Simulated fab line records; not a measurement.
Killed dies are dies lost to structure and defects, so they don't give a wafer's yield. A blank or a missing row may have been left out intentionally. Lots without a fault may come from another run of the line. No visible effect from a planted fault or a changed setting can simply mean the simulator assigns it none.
Struck lot and sound lot, side by side | flow gf180mcu | 13 out of 602 route steps
Sound: wafers L784.1, L784.3, L784.5. Struck: wafers L799.2, L799.3, L799.6. The cause comes at the end.
Order at every step that has rows: each side's tool, ch and its chambers, its first start. Under that, the readings that differ: sound wafers | struck wafers | difference of the means | sigmas: that difference in standard deviations of wafers without a fault.
alike: same words and numbers on both sides, and readings whose means sit less than 2 such deviations apart. not compared: any withheld reading, any reading some wafer has no value for, any bound like >300 that may hide the same value, and any number with overlapping values for which the record gives no deviation.
Wherever a step has rows on one side only, a row that says differs or no value, or a row with sigmas, the two part there. Numbers that have no deviation but don't overlap get no sigmas and don't part them. A reading missing from all wafers of one side parts the sides only when that side holds two or more wafers.

GF_STI_BOW_MEAS_00:
  struck on film metro-02, day 4 23:04; sound on film metro-04, day 1 20:00
  alike: INCOMING_BOW
then, 1 step without rows for these wafers: GF_STI_OXIDATION_01 (stabilise 600 s, purge 300 s, target thk 10 nm).
GF_STI_THK_MEAS_02:
  struck on film metro-02, day 5 00:35; sound on film metro-04, day 1 21:31
  alike: STI_OXIDATION_THK
then, 1 step without rows for these wafers: GF_STI_CVD_03 (deposits Si3N4 from DCS/NH3, target thk 207.16 nm, time 3551 s).
GF_STI_THK_MEAS_04:
  struck on film metro-01, day 5 02:37; sound on film metro-02, day 1 23:34
  alike: STI_CVD_03_THK
then, 6 steps without rows for these wafers: GF_STI_DEHYDRATE_05 (time 60 s); GF_STI_HMDS_06 (prime time 60 s); GF_STI_COAT_07 (resist thk 700 nm); GF_STI_SOFTBAKE_08 (time 60 s); GF_STI_EXPOSE_09 (exposes mask COMP, target cd 220 nm); GF_STI_PEB_10 (peb time 90 s).
GF_STI_DEVELOP_11: develop time 60 s.
  sound on litho track-03 ch 0, day 2 11:01; struck on litho track-02, day 5 16:38
  no value came back on the struck wafers for chill plate temp C (C), develop time s (s); on the sound wafers chill plate temp C (C) reads 22.81 22.93 23.05
  reading                              | sound             | struck          | difference | sigmas
  model.KrF_of_STI_COAT_07.thk nm (nm) | 686.6 685.6 687.9 | 701 700.8 702.6 | +15        |
GF_STI_CD_MEAS_12: target cd 220 nm.
  struck on cd sem-01, day 5 16:47; sound on cd sem-01, day 2 11:10
  reading    | sound             | struck | difference                    | sigmas
  cd nm (nm) | 219.3 219.0 218.6 | - - -  | no value on the struck wafers |

== WHERE THEY PART ==
At GF_STI_DEVELOP_11 first; at GF_STI_CD_MEAS_12 last (within this record only).

WHY: whatever the simulator had introduced
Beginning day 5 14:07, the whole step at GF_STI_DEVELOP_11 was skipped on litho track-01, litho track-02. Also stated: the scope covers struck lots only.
